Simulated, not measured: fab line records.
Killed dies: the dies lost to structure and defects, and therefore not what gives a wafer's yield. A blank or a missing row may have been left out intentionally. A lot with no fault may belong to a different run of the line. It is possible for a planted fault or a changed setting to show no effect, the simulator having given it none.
Which tool is to blame?	flow sky130	6 lots, 18 wafers sampled, at 2 steps of a route of 708

## WHAT THE GAUGES READ, wafer by wafer
SKY_VIA4_THK_MEAS_01.
lot	measured	on	VIA4_HDPCVD_THK (nm)
L946	day 42 06:31	film metro-01	1745 1761 1790
L948	day 42 22:06	film metro-01	1757 1723 1726
L951	day 43 13:05	film metro-02	1769 1733 1737
L964	day 46 20:59	film metro-02	1811 1759 1788
L966	day 47 17:52	film metro-01	1776 1715 1778
L968	day 48 01:44	film metro-04	1707 1743 1722

## TOOL THAT RAN EACH LOT (tool first, then ch and the chambers of the sampled wafers, then the start)
lot	SKY_VIA1_CVD_21
L946	cvd w-02 ch 0,1, day 34 11:13
L948	cvd w-01 ch 0, day 35 04:20
L951	cvd w-01 ch 0, day 35 20:40
L964	cvd w-02 ch 0,1, day 39 19:32
L966	cvd w-01 ch 0,1, day 40 15:08
L968	cvd w-02 ch 0,1, day 41 06:13
- SKY_VIA1_CVD_21: deposits W, target thk 270 nm, time 80.902 s.

## THE ANSWER, worked out from the rows above alone
Rule: what is usual is taken from the lots themselves. Put in order of their means at a reading, lots are off if they are a third of the lots or fewer, leave a main group of 4 or more, and stand apart from it by a gap of 3 or more times the standard deviation of the main group's means; of several such gaps the widest counts. Not used: any main group whose means are identical at the precision the tables above print for the reading. A lot without any number at a reading at which 4 lots or more have one is off too. The other lots that the step has rows for count as sound.
None of the lots is off at any reading shown; this tells nothing.

## WHAT WAS PUT IN BY THE SIMULATOR
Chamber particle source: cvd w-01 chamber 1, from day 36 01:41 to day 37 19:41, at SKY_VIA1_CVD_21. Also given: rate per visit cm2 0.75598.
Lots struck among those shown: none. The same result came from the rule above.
